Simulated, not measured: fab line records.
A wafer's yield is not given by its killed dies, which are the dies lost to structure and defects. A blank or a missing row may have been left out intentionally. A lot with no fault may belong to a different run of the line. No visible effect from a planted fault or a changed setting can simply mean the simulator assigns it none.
fab line records	flow gf180mcu
record: lots: 7	wafers: 21	last-day: 34
route steps=602 shown STI@22 DNWELL@32 NWELL@42 LVPWELL@54 MVSD@77 MVPSD@89 VT_IMPLANT@100
lots with no fault: from the same line, run without faults
start-h: hours from the record's opening day to when the first of the lot's shown wafers began	wait-h: hours elapsed since this lot's preceding step	" same as the row above	L1.1+2: several wafers, shown together as one row	- no value, or no start given	* or withheld: withheld	< > ~ a bound
route shown NAME@n: a module of which the file shows steps, and the number in the route of the first	usual: mean and standard deviation over wafers with no fault	same: alike in all rows	chamber/n: place in a boat	sites: per-site readings	_std_site: their standard deviation	_edge_site: the outer-site mean with the inner-site mean subtracted	radius-mm: for every site, how far away it sits from the centre of the wafer	mask NAME#n: copy n	behind: the most recent tool/chamber to have shaped the wafer	hold: the reason the lot was held/the length of the hold in hours/how it ended	device: names the non-switching transistor (n, p or np)	end of line: the tests these same wafers got at the end of their route	a step without rows: its recipe alone	killed: count of dies lost to structure and defects at first sort (not the wafer's yield)	map: shows each die of a wafer: x if killed, . if not, _ if none is there
set.NAME: the setting as run; set.NAME@STEP: as run at that earlier step	model.NAME: the simulator's own value behind a step, which no gauge read
lots at some steps of the route; a table a step, a row a wafer
services: when a tool's chamber went out of use (start-h, in hours from the record's first day, below 0 if earlier), for how many hours, and the reason
== steps ==
step: GF_STI_OXIDATION_21
recipe: temp-c: 1000	ambient: O2	stabilise-s: 600	purge-s: 300	target-thk-a: 150	ox-time-s: 458
step: GF_STI_THK_MEAS_22
recipe: reads: SiO2_of_STI_OXIDATION_21
usual: STI_OXIDATION_01_THK: 15.0/0.3
lot.wafer	tool	chamber	start-h	wait-h	STI_OXIDATION_01_THK[nm]
L418.1	film-metro-02	-	68.10	0.0	15.3
L418.2	"	-	"	"	15.4
L418.3	"	-	"	"	15.1
L419.1	film-metro-02	-	72.66	0.0	14.9
L419.2	"	-	"	"	14.9
L419.3	"	-	"	"	14.7
L420.2	film-metro-04	-	79.58	0.0	15.0
L420.5	"	-	"	"	15.2
L420.6	"	-	"	"	15.3
L426.2	film-metro-02	-	113.73	0.0	15.2
L426.3	"	-	"	"	15.1
L426.5	"	-	"	"	15.2
L430.3	film-metro-04	-	130.13	0.0	15.3
L430.5	"	-	"	"	15.1
L430.6	"	-	"	"	15.0
L431.1	film-metro-04	-	135.92	0.0	14.8
L431.3	"	-	"	"	14.7
L431.4	"	-	"	"	14.7
L432.1	film-metro-04	-	141.73	0.0	14.7
L432.2	"	-	"	"	14.5
L432.5	"	-	"	"	14.5
step: GF_STI_CVD_23
recipe: material: SiO2	target-thk-nm: 650	sigma-open-frac: 0.3	time-s: 108.3	temp-c: 600	sih4-flow-sccm: 60	pressure-mtorr: 6
step: GF_STI_THK_MEAS_24
recipe: reads: SiO2_of_STI_CVD_23
usual: STI_CVD_23_THK: 648/7
lot.wafer	tool	chamber	start-h	wait-h	STI_CVD_23_THK[nm]
L418.1	film-metro-02	-	68.30	0.0	655
L418.2	"	-	"	"	647
L418.3	"	-	"	"	657
L419.1	film-metro-03	-	72.80	0.0	646
L419.2	"	-	"	"	648
L419.3	"	-	"	"	644
L420.2	film-metro-04	-	79.72	0.0	636
L420.5	"	-	"	"	643
L420.6	"	-	"	"	651
L426.2	film-metro-04	-	113.86	0.0	639
L426.3	"	-	"	"	637
L426.5	"	-	"	"	643
L430.3	film-metro-02	-	130.27	0.1	657
L430.5	"	-	"	"	649
L430.6	"	-	"	"	653
L431.1	film-metro-02	-	136.06	0.0	642
L431.3	"	-	"	"	639
L431.4	"	-	"	"	640
L432.1	film-metro-03	-	141.86	0.0	650
L432.2	"	-	"	"	654
L432.5	"	-	"	"	650
step: GF_STI_CMP_25
recipe: stop-on: Si3N4	t-overpolish-s: 33	down-force-psi: 4	platen-rpm: 60	target-thk-nm: 524.6	pad-velocity-m-s: 0.94248
usual: motor-current-A: 11.8/1.4	overpolish-run-s: 33.001/0.01	retaining-ring-pressure-frac: 1.000/0.0053	time-to-endpoint-s: 123/5.3
lot.wafer	tool	chamber	start-h	wait-h	motor-current-A	overpolish-run-s	retaining-ring-pressure-frac	time-to-endpoint-s
L418.1	cmp-01	2	68.36	0.1	13.1	32.987	1.002	123
L418.3	"	0	"	"	11.7	33.007	1.004	127
L418.2	"	1	"	"	12.8	33.009	1.007	120
L419.3	cmp-01	0	72.91	0.1	12.3	32.998	0.990	120
L419.1	"	1	"	"	13.1	33.013	1.004	121
L419.2	"	2	"	"	12.7	32.997	0.991	121
L420.2	cmp-01	0	79.77	0.0	12.5	33.017	1.001	125
L420.5	"	0	"	"	12.0	33.008	0.997	126
L420.6	"	1	"	"	12.1	32.991	0.998	124
L426.2	cmp-02	3	113.91	0.0	10.2	33.012	0.992	121
L426.3	"	2	"	"	11.1	32.998	1.000	118
L426.5	"	0	"	"	14.8	32.984	0.997	123
L430.3	cmp-01	3	130.31	0.0	11.3	32.997	1.002	135
L430.5	"	3	"	"	10.8	32.996	1.006	128
L430.6	"	0	"	"	11.7	32.989	0.996	132
L431.4	cmp-01	2	136.12	0.0	13.5	32.981	1.005	130
L431.1	"	0	"	"	12.4	33.003	1.000	130
L431.3	"	1	"	"	12.3	32.982	1.003	128
L432.2	cmp-02	1	141.92	0.0	11.4	33.010	1.005	114
L432.1	"	2	"	"	10.7	33.000	1.001	119
L432.5	"	2	"	"	10.6	32.977	0.992	118
step: GF_STI_WET_ETCH_26
recipe: chemistry: dHF	target-depth-nm: 94	target: SiO2	temp-c: 25	dilution: 10:1	time-s: 188
step: GF_STI_WET_ETCH_27
recipe: chemistry: H3PO4	target-depth-nm: 160	target: Si3N4	temp-c: 160	time-s: 1825
step: GF_STI_WET_ETCH_28
recipe: chemistry: dHF	target-depth-nm: 20	dry: ipa-marangoni	target: SiO2	temp-c: 25	dilution: 10:1	time-s: 40
step: GF_STI_OXIDATION_29
recipe: temp-c: 900	ambient: O2	stabilise-s: 600	purge-s: 300	target-thk-a: 100	ox-time-s: 1418
step: GF_STI_THK_MEAS_30
recipe: reads: SiO2_of_STI_OXIDATION_29
usual: STI_OXIDATION_02_THK: 10.01/0.28
lot.wafer	tool	chamber	start-h	wait-h	STI_OXIDATION_02_THK[nm]
L418.1	film-metro-03	-	70.64	0.0	10.35
L418.2	"	-	"	"	10.21
L418.3	"	-	"	"	10.22
L419.1	film-metro-03	-	75.50	0.0	10.14
L419.2	"	-	"	"	10.11
L419.3	"	-	"	"	9.94
L420.2	film-metro-03	-	86.62	0.0	10.29
L420.5	"	-	"	"	10.31
L420.6	"	-	"	"	10.44
L426.2	film-metro-02	-	116.73	0.0	9.79
L426.3	"	-	"	"	9.65
L426.5	"	-	"	"	9.57
L430.3	film-metro-04	-	132.93	0.0	10.10
L430.5	"	-	"	"	10.02
L430.6	"	-	"	"	9.87
L431.1	film-metro-03	-	138.57	0.0	9.96
L431.3	"	-	"	"	9.86
L431.4	"	-	"	"	10.02
L432.1	film-metro-02	-	144.73	0.0	9.81
L432.2	"	-	"	"	9.93
L432.5	"	-	"	"	9.87
step: GF_DNWELL_DEHYDRATE_00
recipe: temp-c: 200	time-s: 60
step: GF_DNWELL_HMDS_01
recipe: prime-time-s: 60	prime-temp-c: 120
step: GF_DNWELL_COAT_02
recipe: spin-rpm: 2000	resist-thk-nm: 3000
usual: chill-plate-temp-C: 22.98/0.098	dispense-pressure-kPa: 48/4.5
lot.wafer	tool	chamber	start-h	wait-h	chill-plate-temp-C	dispense-pressure-kPa
L418.1	litho-track-03	-	77.09	0.1	-	-
L418.2	"	-	"	"	-	-
L418.3	"	-	"	"	-	-
L419.1	litho-track-01	-	81.81	0.1	-	-
L419.2	"	-	"	"	-	-
L419.3	"	-	"	"	-	-
L420.2	litho-track-01	-	92.99	0.1	-	-
L420.5	"	-	"	"	-	-
L420.6	"	-	"	"	-	-
L426.2	litho-track-03	0	124.42	0.1	22.99	52
L426.3	"	0	"	"	22.90	52
L426.5	"	0	"	"	22.88	52
L430.3	litho-track-03	0	141.19	0.1	22.93	52
L430.5	"	0	"	"	22.94	52
L430.6	"	0	"	"	22.92	52
L431.1	litho-track-03	0	145.89	0.1	23.10	52
L431.3	"	0	"	"	23.21	52
L431.4	"	0	"	"	23.00	52
L432.1	litho-track-01	0	152.41	0.1	22.95	50
L432.2	"	0	"	"	23.18	50
L432.5	"	0	"	"	23.07	50
step: GF_DNWELL_SOFTBAKE_03
recipe: temp-c: 110	time-s: withheld
step: GF_DNWELL_EXPOSE_04
recipe: mask-id: DNWELL	target-cd-nm: 1700	na: 0.6	source-shape: conventional	sigma-outer: 0.6	dose-mj: 260
step: GF_DNWELL_PEB_05
recipe: temp-c: 115	time-s: withheld
step: GF_DNWELL_DEVELOP_06
recipe: wall-angle-deg: 90	develop-time-s: 60	dev-temp-c: 23
step: GF_DNWELL_IMPLANT_07
recipe: species: P	energy-kev: 1500	dose-cm2: 1e+13	tilt-deg: 0
step: GF_DNWELL_STRIP_08
recipe: chemistry: O2/N2	power-w: 1400	pressure-mtorr: 1500	platen-temp-c: 248.4	o2-flow-sccm: 3000	n2-flow-sccm: 300	overash-fraction: 0.5
usual: drypump-motor-current-A: 6.1/0.62	heater-power-w: 352/41	n2-flow-sccm: 300.0/0.83	oes-product-au: 0.708/0.0044	strip-time-to-endpoint-s: 38.06/0.09
lot.wafer	tool	chamber	start-h	wait-h	drypump-motor-current-A	heater-power-w	n2-flow-sccm	oes-product-au	rf-hours-counter-h	strip-time-to-endpoint-s
L418.1	plasma-asher-02	0	83.74	0.1	6.0	395	298.7	-	44	-
L418.2	"	1	"	"	6.6	404	301.2	-	44	-
L418.3	"	0	"	"	6.0	389	300.2	-	-	-
L419.1	plasma-asher-02	1	89.11	0.1	6.6	407	299.5	-	44	-
L419.2	"	0	"	"	6.0	396	300.6	-	44	-
L419.3	"	0	"	"	6.0	391	301.1	-	-	-
L420.2	plasma-asher-04	0	99.89	0.1	6.1	310	300.4	-	47	-
L420.5	"	0	"	"	6.1	305	301.0	-	-	-
L420.6	"	1	"	"	6.3	330	300.3	-	-	-
L426.2	plasma-asher-01	0	131.74	0.1	4.7	299	299.3	0.717	33	38.05
L426.3	"	0	"	"	4.7	301	300.7	0.703	-	38.06
L426.5	"	0	"	"	4.7	305	299.8	0.703	-	38.08
L430.3	plasma-asher-04	1	149.02	0.1	6.2	324	299.9	0.703	-	38.02
L430.5	"	0	"	"	6.1	310	300.3	0.712	-	38.02
L430.6	"	1	"	"	6.2	330	300.7	0.704	-	37.97
L431.1	plasma-asher-01	1	154.19	0.1	6.8	361	301.1	0.712	35	37.92
L431.3	"	1	"	"	6.8	365	299.5	0.708	-	38.10
L431.4	"	0	"	"	4.7	298	298.6	0.709	-	38.02
L432.1	plasma-asher-02	0	160.29	0.1	6.0	386	300.2	0.708	5	37.99
L432.2	"	1	"	"	6.6	406	300.6	0.706	5	37.91
L432.5	"	1	"	"	6.6	411	298.8	0.717	-	37.94
step: GF_DNWELL_TW_MEAS_09
usual: DNWELL_TW: 1358/10
lot.wafer	tool	chamber	start-h	wait-h	DNWELL_TW
L418.1	film-metro-01	-	83.84	0.1	1361
L418.2	"	-	"	"	1368
L418.3	"	-	"	"	1369
L419.1	film-metro-01	-	89.21	0.1	1353
L419.2	"	-	"	"	1356
L419.3	"	-	"	"	1352
L420.2	film-metro-01	-	100.00	0.1	1351
L420.5	"	-	"	"	1351
L420.6	"	-	"	"	1350
L426.2	film-metro-02	-	131.85	0.1	1346
L426.3	"	-	"	"	1339
L426.5	"	-	"	"	1346
L430.3	film-metro-01	-	149.11	0.1	1351
L430.5	"	-	"	"	1360
L430.6	"	-	"	"	1352
L431.1	film-metro-03	-	154.29	0.1	1358
L431.3	"	-	"	"	1358
L431.4	"	-	"	"	1366
L432.1	film-metro-03	-	160.39	0.1	1370
L432.2	"	-	"	"	1373
L432.5	"	-	"	"	1369
step: GF_NWELL_DEHYDRATE_00
recipe: temp-c: 200	time-s: 60
step: GF_NWELL_HMDS_01
recipe: prime-time-s: 60	prime-temp-c: 120
step: GF_NWELL_COAT_02
recipe: spin-rpm: 2000	resist-thk-nm: 3000
step: GF_NWELL_SOFTBAKE_03
recipe: temp-c: 110	time-s: withheld
step: GF_NWELL_EXPOSE_04
recipe: mask-id: Nwell	target-cd-nm: 860	na: 0.6	source-shape: conventional	sigma-outer: 0.6	dose-mj: 260
step: GF_NWELL_PEB_05
recipe: temp-c: 115	time-s: withheld
step: GF_NWELL_DEVELOP_06
recipe: wall-angle-deg: 90	develop-time-s: 60	dev-temp-c: 23
step: GF_NWELL_OVL_MEAS_07
usual: NWELL_OVL: -0.9/1.3
lot.wafer	tool	chamber	start-h	wait-h	NWELL_OVL[nm]
L418.1	overlay-01	-	96.59	-	2.3
L418.2	"	-	"	"	1.3
L418.3	"	-	"	"	1.2
L419.1	overlay-01	-	102.24	-	-1.9
L419.2	"	-	"	"	-2.6
L419.3	"	-	"	"	-1.3
L420.2	overlay-02	-	114.05	-	1.3
L420.5	"	-	"	"	1.0
L420.6	"	-	"	"	0.7
L426.2	overlay-02	-	147.60	-	-1.8
L426.3	"	-	"	"	-0.5
L426.5	"	-	"	"	-1.3
L430.3	overlay-02	-	165.41	-	-0.1
L430.5	"	-	"	"	-0.2
L430.6	"	-	"	"	-1.3
L431.1	overlay-01	-	169.81	-	-0.8
L431.3	"	-	"	"	0.0
L431.4	"	-	"	"	-1.1
L432.1	overlay-01	-	175.51	-	-0.1
L432.2	"	-	"	"	-1.0
L432.5	"	-	"	"	0.4
step: GF_NWELL_IMPLANT_08
recipe: species: P	energy-kev: 450	dose-cm2: 1.5e+13	tilt-deg: 0
step: GF_NWELL_IMPLANT_09
recipe: species: P	energy-kev: 160	dose-cm2: 4e+12	tilt-deg: 0
step: GF_NWELL_STRIP_10
recipe: chemistry: O2/N2	power-w: 1400	pressure-mtorr: 1500	platen-temp-c: 250	o2-flow-sccm: 3000	n2-flow-sccm: 300	overash-fraction: 0.5
usual: drypump-motor-current-A: 6.0/0.4	heater-power-w: 341/32	n2-flow-sccm: 299.9/0.89	oes-product-au: 0.722/0.004	strip-time-to-endpoint-s: 36.96/0.1
lot.wafer	tool	chamber	start-h	wait-h	drypump-motor-current-A	heater-power-w	n2-flow-sccm	oes-product-au	rf-hours-counter-h	strip-time-to-endpoint-s
L418.1	plasma-asher-04	0	96.93	0.1	6.1	314	299.8	0.730	47	36.77
L418.2	"	1	"	"	6.2	321	300.0	0.719	47	36.81
L418.3	"	1	"	"	6.2	328	299.5	0.718	-	36.94
L419.1	plasma-asher-04	1	102.58	0.1	6.2	329	299.8	0.721	47	37.08
L419.2	"	0	"	"	6.1	307	301.0	0.719	47	37.12
L419.3	"	0	"	"	6.1	315	300.9	0.724	-	37.01
L420.2	plasma-asher-04	0	114.38	0.1	6.1	310	299.7	0.717	49	36.95
L420.5	"	1	"	"	6.3	330	298.7	0.728	-	36.88
L420.6	"	0	"	"	6.1	315	299.3	0.718	-	37.06
L426.2	plasma-asher-03	1	147.93	0.1	6.1	328	300.2	0.720	47	37.02
L426.3	"	0	"	"	5.2	359	297.5	0.723	-	36.94
L426.5	"	1	"	"	6.1	322	299.2	0.721	-	37.07
L430.3	plasma-asher-04	1	165.76	0.1	6.3	329	300.5	0.725	-	37.06
L430.5	"	0	"	"	6.1	312	299.6	0.723	-	37.09
L430.6	"	1	"	"	6.3	328	300.5	0.719	-	37.09
L431.1	plasma-asher-03	0	170.14	0.1	5.1	355	299.1	0.721	49	36.85
L431.3	"	1	"	"	6.1	321	298.8	0.716	-	36.75
L431.4	"	0	"	"	5.2	358	301.0	0.722	-	36.93
L432.1	plasma-asher-02	1	175.84	0.1	6.6	412	300.4	0.723	6	36.85
L432.2	"	0	"	"	6.0	396	300.3	0.723	6	36.91
L432.5	"	0	"	"	6.0	392	298.9	0.719	-	36.92
step: GF_NWELL_TW_MEAS_11
usual: NWELL_TW: 1577/19
lot.wafer	tool	chamber	start-h	wait-h	NWELL_TW
L418.1	film-metro-04	-	97.03	0.1	1816
L418.2	"	-	"	"	1810
L418.3	"	-	"	"	1816
L419.1	film-metro-01	-	102.68	0.1	1848
L419.2	"	-	"	"	1844
L419.3	"	-	"	"	1848
L420.2	film-metro-04	-	114.49	0.1	1828
L420.5	"	-	"	"	1823
L420.6	"	-	"	"	1823
L426.2	film-metro-01	-	148.04	0.1	1572
L426.3	"	-	"	"	1581
L426.5	"	-	"	"	1585
L430.3	film-metro-03	-	165.85	0.1	1588
L430.5	"	-	"	"	1589
L430.6	"	-	"	"	1579
L431.1	film-metro-03	-	170.24	0.1	1591
L431.3	"	-	"	"	1593
L431.4	"	-	"	"	1588
L432.1	film-metro-03	-	175.94	0.1	1587
L432.2	"	-	"	"	1587
L432.5	"	-	"	"	1590
step: GF_LVPWELL_DEHYDRATE_00
recipe: temp-c: 200	time-s: 60
step: GF_LVPWELL_HMDS_01
recipe: prime-time-s: 60	prime-temp-c: 120
step: GF_LVPWELL_COAT_02
recipe: spin-rpm: 2000	resist-thk-nm: 3000
step: GF_LVPWELL_SOFTBAKE_03
recipe: temp-c: 110	time-s: withheld
step: GF_LVPWELL_EXPOSE_04
recipe: mask-id: LVPWELL	target-cd-nm: 600	na: 0.6	source-shape: conventional	sigma-outer: 0.6	dose-mj: 260
step: GF_LVPWELL_PEB_05
recipe: temp-c: 115	time-s: withheld
step: GF_LVPWELL_DEVELOP_06
recipe: wall-angle-deg: 90	develop-time-s: 60	dev-temp-c: 23
step: GF_LVPWELL_OVL_MEAS_07
usual: LVPWELL_OVL: -0.9/1.3
lot.wafer	tool	chamber	start-h	wait-h	LVPWELL_OVL[nm]
L418.1	overlay-01	-	110.26	-	-1.5
L418.2	"	-	"	"	-1.1
L418.3	"	-	"	"	0.6
L419.1	overlay-02	-	117.16	-	2.7
L419.2	"	-	"	"	0.4
L419.3	"	-	"	"	1.0
L420.2	overlay-02	-	128.67	-	-0.7
L420.5	"	-	"	"	-0.5
L420.6	"	-	"	"	-2.1
L426.2	overlay-01	-	164.15	-	-2.4
L426.3	"	-	"	"	-2.3
L426.5	"	-	"	"	-2.8
L430.3	overlay-01	-	181.22	-	-0.9
L430.5	"	-	"	"	-1.2
L430.6	"	-	"	"	-1.6
L431.1	overlay-02	-	186.11	-	1.7
L431.3	"	-	"	"	0.6
L431.4	"	-	"	"	0.3
L432.1	overlay-02	-	192.34	-	-2.2
L432.2	"	-	"	"	-2.6
L432.5	"	-	"	"	-1.9
step: GF_LVPWELL_IMPLANT_08
recipe: species: B	energy-kev: 170	dose-cm2: 1.5e+13	tilt-deg: 0
step: GF_LVPWELL_IMPLANT_09
recipe: species: B	energy-kev: 60	dose-cm2: 5e+12	tilt-deg: 0
step: GF_LVPWELL_TW_MEAS_11
usual: LVPWELL_TW: 561/6.6
lot.wafer	tool	chamber	start-h	wait-h	LVPWELL_TW
L418.1	film-metro-04	-	110.70	0.1	1365
L418.2	"	-	"	"	1361
L418.3	"	-	"	"	1363
L419.1	film-metro-03	-	117.60	0.1	1392
L419.2	"	-	"	"	1385
L419.3	"	-	"	"	1379
L420.2	film-metro-03	-	129.11	0.1	1388
L420.5	"	-	"	"	1387
L420.6	"	-	"	"	1387
L426.2	film-metro-03	-	164.59	0.1	566
L426.3	"	-	"	"	567
L426.5	"	-	"	"	565
L430.3	film-metro-01	-	181.66	0.1	564
L430.5	"	-	"	"	563
L430.6	"	-	"	"	566
L431.1	film-metro-03	-	186.55	0.1	567
L431.3	"	-	"	"	565
L431.4	"	-	"	"	565
L432.1	film-metro-03	-	192.78	0.1	565
L432.2	"	-	"	"	563
L432.5	"	-	"	"	563
step: GF_MVSD_TW_MEAS_11
usual: MVSD_TW: 1582/18
lot.wafer	tool	chamber	start-h	wait-h	MVSD_TW
L418.1	film-metro-03	-	126.55	0.1	1859
L418.2	"	-	"	"	1861
L418.3	"	-	"	"	1857
L419.1	film-metro-01	-	133.05	0.1	1854
L419.2	"	-	"	"	1857
L419.3	"	-	"	"	1866
L420.2	film-metro-01	-	144.91	0.1	1852
L420.5	"	-	"	"	1860
L420.6	"	-	"	"	1847
L426.2	film-metro-03	-	179.96	0.1	1591
L426.3	"	-	"	"	1593
L426.5	"	-	"	"	1599
L430.3	film-metro-03	-	199.10	0.1	1584
L430.5	"	-	"	"	1590
L430.6	"	-	"	"	1584
L431.1	film-metro-03	-	203.29	0.1	1589
L431.3	"	-	"	"	1594
L431.4	"	-	"	"	1587
L432.1	film-metro-01	-	209.59	0.1	1594
L432.2	"	-	"	"	1593
L432.5	"	-	"	"	1593
step: GF_MVPSD_TW_MEAS_11
usual: MVPSD_TW: 554/6.5
lot.wafer	tool	chamber	start-h	wait-h	MVPSD_TW
L418.1	film-metro-04	-	142.35	0.1	1349
L418.2	"	-	"	"	1349
L418.3	"	-	"	"	1345
L419.1	film-metro-01	-	149.40	0.1	1378
L419.2	"	-	"	"	1377
L419.3	"	-	"	"	1382
L420.2	film-metro-03	-	161.34	0.1	1378
L420.5	"	-	"	"	1383
L420.6	"	-	"	"	1386
L426.2	film-metro-03	-	196.45	0.1	555
L426.3	"	-	"	"	556
L426.5	"	-	"	"	554
L430.3	film-metro-01	-	216.60	0.1	555
L430.5	"	-	"	"	556
L430.6	"	-	"	"	556
L431.1	film-metro-01	-	219.78	0.1	558
L431.3	"	-	"	"	560
L431.4	"	-	"	"	558
L432.1	film-metro-04	-	226.84	0.1	544
L432.2	"	-	"	"	543
L432.5	"	-	"	"	544
step: GF_VT_IMPLANT_TW_MEAS_10
usual: VT_IMPLANT_TW: 563/6
lot.wafer	tool	chamber	start-h	wait-h	VT_IMPLANT_TW
L418.1	film-metro-01	-	158.73	0.1	1384
L418.2	"	-	"	"	1388
L418.3	"	-	"	"	1385
L419.1	film-metro-01	-	165.98	0.1	1368
L419.2	"	-	"	"	1381
L419.3	"	-	"	"	1395
L420.2	film-metro-02	-	176.84	0.1	1363
L420.5	"	-	"	"	1371
L420.6	"	-	"	"	1372
L426.2	film-metro-01	-	214.74	0.1	570
L426.3	"	-	"	"	569
L426.5	"	-	"	"	572
L430.3	film-metro-04	-	234.56	0.1	554
L430.5	"	-	"	"	552
L430.6	"	-	"	"	552
L431.1	film-metro-04	-	237.58	0.1	554
L431.3	"	-	"	"	551
L431.4	"	-	"	"	555
L432.1	film-metro-01	-	245.23	0.1	565
L432.2	"	-	"	"	567
L432.5	"	-	"	"	566
step: GF_VT_IMPLANT_TW_MEAS_21
usual: VT_IMPLANT_2_TW: 1212/12
lot.wafer	tool	chamber	start-h	wait-h	VT_IMPLANT_2_TW
L418.1	film-metro-02	-	174.98	0.1	1608
L418.2	"	-	"	"	1602
L418.3	"	-	"	"	1603
L419.1	film-metro-04	-	181.79	0.1	1591
L419.2	"	-	"	"	1591
L419.3	"	-	"	"	1586
L420.2	film-metro-04	-	193.24	0.1	1575
L420.5	"	-	"	"	1568
L420.6	"	-	"	"	1576
L426.2	film-metro-01	-	231.99	0.1	1227
L426.3	"	-	"	"	1227
L426.5	"	-	"	"	1227
L430.3	film-metro-04	-	253.06	0.1	1192
L430.5	"	-	"	"	1193
L430.6	"	-	"	"	1190
L431.1	film-metro-01	-	256.24	0.1	1216
L431.3	"	-	"	"	1216
L431.4	"	-	"	"	1223
L432.1	film-metro-02	-	264.29	0.1	1202
L432.2	"	-	"	"	1211
L432.5	"	-	"	"	1206
step: GF_VT_IMPLANT_TW_MEAS_32
usual: VT_IMPLANT_3_TW: 267.5/2.8
lot.wafer	tool	chamber	start-h	wait-h	VT_IMPLANT_3_TW
L418.1	film-metro-02	-	191.98	0.1	1350.9
L418.2	"	-	"	"	1343.2
L418.3	"	-	"	"	1337.9
L419.1	film-metro-01	-	198.98	0.1	1360.7
L419.2	"	-	"	"	1362.8
L419.3	"	-	"	"	1360.8
L420.2	film-metro-04	-	210.35	0.1	1319.7
L420.5	"	-	"	"	1317.5
L420.6	"	-	"	"	1313.4
L426.2	film-metro-01	-	250.25	0.1	269.2
L426.3	"	-	"	"	269.1
L426.5	"	-	"	"	269.1
L430.3	film-metro-02	-	272.35	0.1	265.5
L430.5	"	-	"	"	267.2
L430.6	"	-	"	"	266.1
L431.1	film-metro-01	-	275.73	0.1	265.2
L431.3	"	-	"	"	266.7
L431.4	"	-	"	"	265.7
L432.1	film-metro-02	-	284.26	0.1	264.3
L432.2	"	-	"	"	265.4
L432.5	"	-	"	"	264.9
== services ==
tool	chamber	start-h	hours	kind
plasma-asher-02	-	45.35	1.0	repair
plasma-asher-01	-	51.98	1.0	repair
cmp-01	-	56.73	1.0	repair
cmp-01	-	64.00	4.0	pm
cmp-01	-	68.00	-	consumable-replace:conditioner
cmp-01	-	68.00	-	consumable-replace:pad
cmp-02	-	73.76	5.2	repair
cmp-02	-	78.94	5.9	pm
cmp-01	-	102.31	8.5	pm
plasma-asher-02	-	108.75	9.0	pm
plasma-asher-02	0	108.75	9.0	vent-cycle
plasma-asher-02	1	108.75	9.0	vent-cycle
plasma-asher-02	0	117.75	-	clean
plasma-asher-02	1	117.75	-	clean
plasma-asher-03	-	133.18	3.0	repair
plasma-asher-01	-	136.00	1.9	repair
plasma-asher-01	-	136.06	5.3	repair
cmp-01	-	160.48	0.6	repair
plasma-asher-02	-	169.18	1.9	repair
cmp-02	-	175.90	12.9	pm
== key ==
first-sign: step: GF_DNWELL_COAT_02	reading: tool-record	direction: missing
effect: step: GF_NWELL_TW_MEAS_11	reading: NWELL_TW	direction: up	sigmas: 13	usual: 1577	struck: 1828
effect: step: GF_LVPWELL_TW_MEAS_11	reading: LVPWELL_TW	direction: up	sigmas: 99+	usual: 561	struck: 1379
effect: step: GF_MVSD_TW_MEAS_11	reading: MVSD_TW	direction: up	sigmas: 15	usual: 1582	struck: 1857
effect: step: GF_MVPSD_TW_MEAS_11	reading: MVPSD_TW	direction: up	sigmas: 99+	usual: 554	struck: 1370
effect: step: GF_VT_IMPLANT_TW_MEAS_10	reading: VT_IMPLANT_TW	direction: up	sigmas: 99+	usual: 563	struck: 1379
effect: step: GF_VT_IMPLANT_TW_MEAS_21	reading: VT_IMPLANT_2_TW	direction: up	sigmas: 32	usual: 1212	struck: 1589
effect: step: GF_VT_IMPLANT_TW_MEAS_32	reading: VT_IMPLANT_3_TW	direction: up	sigmas: 99+	usual: 267.5	struck: 1340.8
met-at GF_DNWELL_COAT_02
struck-wafers L418.1,L418.2,L418.3,L419.1,L419.2,L419.3,L420.2,L420.5,L420.6
rows-end L419.1,L419.2,L419.3
sort-left-out L418.1,L418.2,L418.3,L420.2,L420.5,L420.6
tester-left-out L418,L420
fault: kind: skipped-step-whole	tool: litho-track-01,litho-track-03	chamber: -	onset-h: 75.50	steps: GF_DNWELL_COAT_02	scope: struck-lots-only
tester-left-out: of these lots the tester's yield and bins aren't shown, on N5 and GAA mostly nor the transistor test; their killed dies are dies lost to structure and defects alone, not to doping, threshold or leakage, so they don't give the yield
sort-left-out: the simulated sort isn't trusted on such a fault, so these wafers' sort isn't shown, and their yield isn't known
rows-end: these wafers met a further fault down the route, and their rows from its step on are left out
